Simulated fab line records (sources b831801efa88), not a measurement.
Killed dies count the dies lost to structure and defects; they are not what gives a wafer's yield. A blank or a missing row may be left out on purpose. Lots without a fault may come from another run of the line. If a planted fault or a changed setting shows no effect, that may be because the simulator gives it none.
The same fault as seen by 2 desks    flow sky130    numbers are kept per desk, each desk with only its own; the story behind them comes last

== THE TOOL OWNER'S DESK: iline-stepper-01 ==
The tool's own readings at SKY_LDD_N_EXPOSE_04 (exposes mask NTM, target cd 840 nm): means of the sampled wafers that have a number, for each lot that ran on this tool. A lot is out of limits, marked OUT, if its mean lies more than 4 standard deviations from the usual mean; the brackets give that distance.
Columns: A = exposure-dose-mJ-cm2 at SKY_LDD_N_EXPOSE_04, usual 110.01
lot   first seen here  A
L406  day 18 02:51     110.01
L407  day 18 20:16     110.06
L410  day 19 03:10     109.95
L412  day 19 23:10     109.82
L414  day 20 19:55     110.08
Finding of this desk: none of the 5 lots has anything out of limits.

== FROM THE METROLOGY DESK ==
Means of the sampled wafers that have a number, per lot and without regard to the tool the lot ran on: this is what the gauges read. A lot is out of limits, marked OUT, if its mean lies more than 4 standard deviations from the usual mean; the brackets give that distance.
Columns: A = LDD_N_OVL at SKY_LDD_N_OVL_MEAS_07, usual -0.7 nm; B = LDD_HVP_OVL at SKY_LDD_HVP_OVL_MEAS_07, usual -0.3 nm; C = LDD_LDN_TW at SKY_LDD_LDN_TW_MEAS_13, usual 1471
lot   first seen here  A               B     C
L404  day 17 17:02     -1.7            1.0   1477
L405  day 18 01:08     -0.6            -0.8  1477
L406  day 18 17:21     1.8             0.0   1498
L407  day 19 11:44     41.6 (+28) OUT  -0.1  1462
L410  day 19 18:27     43.8 (+30) OUT  -1.8  1473
L411  day 20 13:26     -0.1            1.3   1474
L412  day 20 14:20     42.0 (+28) OUT  -1.5  1477
L414  day 21 11:17     43.8 (+30) OUT  0.5   1474
L416  day 22 09:23     1.0             1.0   1469
L417  day 22 11:20     -1.9            -0.9  1479
L422  day 24 07:17     -2.3            -0.1  1472
L426  day 25 08:35     -2.1            0.2   1465
Per this desk, out of limits: L407, L410, L412, L414; the first was L407, day 19 11:44 (LDD_N_OVL at SKY_LDD_N_OVL_MEAS_07). L404, L405, L406, L411, L416, L417, L422, L426: within limits.

== ALL TOGETHER ==
An alarm was possible from the metrology desk at day 19 11:44, on L407, L410, L412, L414.
The desk of the tool owner found nothing out of limits.
The tool owner's desk has L407, L410, L412, L414 on record, within its limits.
SKY_LDD_N_EXPOSE_04 was run on iline-stepper-01 by each of the lots named.

== WHAT THE SIMULATOR PUT IN ==
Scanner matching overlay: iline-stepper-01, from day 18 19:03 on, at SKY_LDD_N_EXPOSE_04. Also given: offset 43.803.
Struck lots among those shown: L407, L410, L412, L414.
Delay in hours, fault start to first out-of-limits reading, per desk: metrology desk 17.
